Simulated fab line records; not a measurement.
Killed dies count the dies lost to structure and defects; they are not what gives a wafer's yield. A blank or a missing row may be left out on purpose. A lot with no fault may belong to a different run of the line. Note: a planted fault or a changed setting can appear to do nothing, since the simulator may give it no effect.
Problem report in the 8D (eight disciplines) form, filled by code    flow gf180mcu    the parts of the form that need people (team, actions taken, sign-off) are left out

== 1. THE ISSUE ==
Mean of cd_nm at GF_NSD_CD_MEAS_07: 389.3 nm across 12 wafers in 4 lots; on wafers with no fault it is 400.8 nm (standard deviation 1.9). That puts it -6.1 standard deviations away from the usual mean.
The step: target cd 400 nm.
The first sign was on wafer L560.1 at day 17 01:22, on cd_sem-02. The record holds 39 wafers of 13 lots with a number at this step. The rule behind "out" and "out of limits": a value lying over 4 standard deviations away from the usual mean. The other wafers with a number count as sound.

== 2. WHAT IT IS, AND WHAT IT ISN'T ==
question                     is                      is not
which readings at this step  cd_nm                   -
which lots                   L560, L562, L564, L566  L551, L552, L554, L556, L557, L561, L570, L572, L574
which wafers of those lots   all that have a number  -
read on which gauges         cd_sem-01, cd_sem-02    -
when                         from day 17 01:22       up to then (15 sound wafers); but 12 sound wafers of L561, L570, L572, L574 came after

== 3. WHAT RULES OUT EACH SUSPECT ==
Counting: any tool at a process step up to the reading is kept as a suspect provided that every lot that is out went through it and no sound lot did after the first of them.
- the gauge at GF_NSD_CD_MEAS_07 has been ruled out. The wafers that are out were read on 2 gauges (cd_sem-01, cd_sem-02).
- iline_stepper-01 at GF_NSD_EXPOSE_04 (exposes mask Nplus, target cd 400 nm): kept. It processed each lot that is out, first L560 at day 16 14:15, and no sound lot thereafter; up to then, the last sound lot it processed was L557 at day 15 13:23. Out on those wafers are its own readings of exposure_dose_mJ_cm2.
Left after counting: iline_stepper-01 at GF_NSD_EXPOSE_04.

== 4. THE CAUSE (what the simulator had put in) ==
Drift in process parameters on iline_stepper-01 at GF_NSD_EXPOSE_04, starting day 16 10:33. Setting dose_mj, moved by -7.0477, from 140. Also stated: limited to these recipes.
This tool alone remained once counting was done.

== 5. THE EFFECT CHAIN, in route order ==
Each row: a reading whose mean over the struck wafers that have a number lies more than 3 standard deviations from the usual. Only readings whose record carries a usual standard deviation are examined. hours: median over the lots of the time between each lot's start at the first step of this table that gives one and its start at this step. sigmas: the change, counted in usual standard deviations.
hours  step               reading               usual     on struck wafers  change  sigmas
0      GF_NSD_EXPOSE_04   exposure_dose_mJ_cm2  143.0     137.1             -5.9    -7.2
12     GF_NSD_CD_MEAS_07  cd_nm                 400.8 nm  389.3             -11.5   -6.1
The process steps in it:
- GF_NSD_EXPOSE_04: exposes mask Nplus, target cd 400 nm.
At these later measuring or inspecting steps, every struck wafer for which the step has a row has a number for every such reading, and none has moved that far: GF_NSD_TW_MEAS_12.

== 6. HOW IT WOULD HAVE BEEN CAUGHT EARLIER ==
Counted from the fault's start at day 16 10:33, it took 15 hours until the first out-of-limits reading at a measuring or inspecting step in this record, taken at day 17 01:22.
At GF_NSD_EXPOSE_04, the tool's own readings (exposure_dose_mJ_cm2) were out on each struck wafer the step has a row for, so an alarm limit on them would have fired on the first such wafer.
Among the 4 lots that are out, L562, L564, L566 began GF_NSD_EXPOSE_04 on iline_stepper-01 after day 17 01:22. A hold on the tool at that time would have spared those 3.
